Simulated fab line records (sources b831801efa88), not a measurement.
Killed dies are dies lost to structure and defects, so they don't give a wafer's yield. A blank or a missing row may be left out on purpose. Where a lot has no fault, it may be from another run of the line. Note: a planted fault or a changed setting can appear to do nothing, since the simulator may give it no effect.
The tool behind it: which one?    flow sky130    14 lots, 42 wafers sampled, at 2 steps of a route of 708

WHAT THE GAUGES SHOWED, per wafer
SKY_VIA3_THK_MEAS_01.
lot   measured      on             VIA3_HDPCVD_THK (nm)
L746  day 38 16:52  film metro-03  1635 1647 1631
L747  day 38 20:50  film metro-02  1612 1657 1637
L749  day 39 09:30  film metro-01  1646 1642 1662
L751  day 40 19:50  film metro-01  1678 1664 1680
L752  day 41 07:22  film metro-03  1603 1576 1591
L753  day 41 11:09  film metro-01  1608 1600 1595
L757  day 42 04:55  film metro-03  1613 1644 1606
L761  day 43 01:25  film metro-01  1652 1630 1646
L763  day 43 07:58  film metro-02  1620 1608 1623
L765  day 44 05:29  film metro-03  1639 1653 1659
L766  day 44 17:41  film metro-03  1621 1636 1633
L768  day 44 20:24  film metro-03  1623 1615 1610
L767  day 44 21:49  film metro-01  1648 1673 1687
L769  day 45 04:02  film metro-01  1633 1641 1633

WHICH TOOL RAN EACH LOT (tool, then ch and the chambers of the sampled wafers, then the start)
lot   SKY_VIA3_HDPCVD_00
L746  hdpcvd-01 ch 0,2, day 38 16:41
L747  hdpcvd-01 ch 0,1,2, day 38 20:40
L749  hdpcvd-01 ch 0,1, day 39 09:20
L751  hdpcvd-01 ch 0,1,2, day 40 19:38
L752  hdpcvd-01 ch 0,2, day 41 07:12
L753  hdpcvd-01 ch 0,2, day 41 10:59
L757  hdpcvd-02 ch 0,1,2, day 42 04:44
L761  hdpcvd-02 ch 1,2, day 43 01:14
L763  hdpcvd-02 ch 0,2, day 43 07:47
L765  hdpcvd-01 ch 0,1,2, day 44 05:19
L766  hdpcvd-02 ch 0,1,2, day 44 17:30
L768  hdpcvd-02 ch 0,1,2, day 44 20:13
L767  hdpcvd-01 ch 0,1,2, day 44 21:38
L769  hdpcvd-02 ch 0,2, day 45 03:52
- SKY_VIA3_HDPCVD_00: deposits SiO2, target thk 1635 nm, time 272.5 s.

WHAT THE TOOLS THEMSELVES READ (means of the sampled wafers that have a number; where no wafer has one, the mark that the record gives instead)
SKY_VIA3_HDPCVD_00.
lot   tool       run length s (s)
L746  hdpcvd-01  300.0
L747  hdpcvd-01  300.4
L749  hdpcvd-01  299.8
L751  hdpcvd-01  300.1
L752  hdpcvd-01  289.3
L753  hdpcvd-01  289.5
L757  hdpcvd-02  300.5
L761  hdpcvd-02  300.2
L763  hdpcvd-02  300.7
L765  hdpcvd-01  300.0
L766  hdpcvd-02  300.5
L768  hdpcvd-02  300.1
L767  hdpcvd-01  299.9
L769  hdpcvd-02  300.2

THE ANSWER, worked out from the rows above alone
Rule: the usual values come from the lots themselves. The widest of any qualifying gaps counts: lots, ordered by their means at a reading, are off when they make up no more than a third of the lots, leave a main group of 4 or more, and stand apart from it by 3 or more times the standard deviation of that group's means. Not used: any main group whose means are identical at the precision the tables above print for the reading. Also off: a lot with no number at a reading for which 4 or more lots have one. Where the step has rows for the other lots, those lots are counted as sound. First the gauges in route order, then the tools' own readings, where a lot's mean is used as printed above. At the first step where some lot is off, the reading lying furthest off is the one used; lots without a number count as furthest.
Off: L752, L753, at SKY_VIA3_HDPCVD_00 (run length s). For the main group the mean is 300.2 s and the standard deviation 0.26.
A tool fits if, at that step or a process step before it, it ran every lot that is off, and no sound lot after the first of them. No candidate that was tried fits.

WHAT WAS PUT IN BY THE SIMULATOR
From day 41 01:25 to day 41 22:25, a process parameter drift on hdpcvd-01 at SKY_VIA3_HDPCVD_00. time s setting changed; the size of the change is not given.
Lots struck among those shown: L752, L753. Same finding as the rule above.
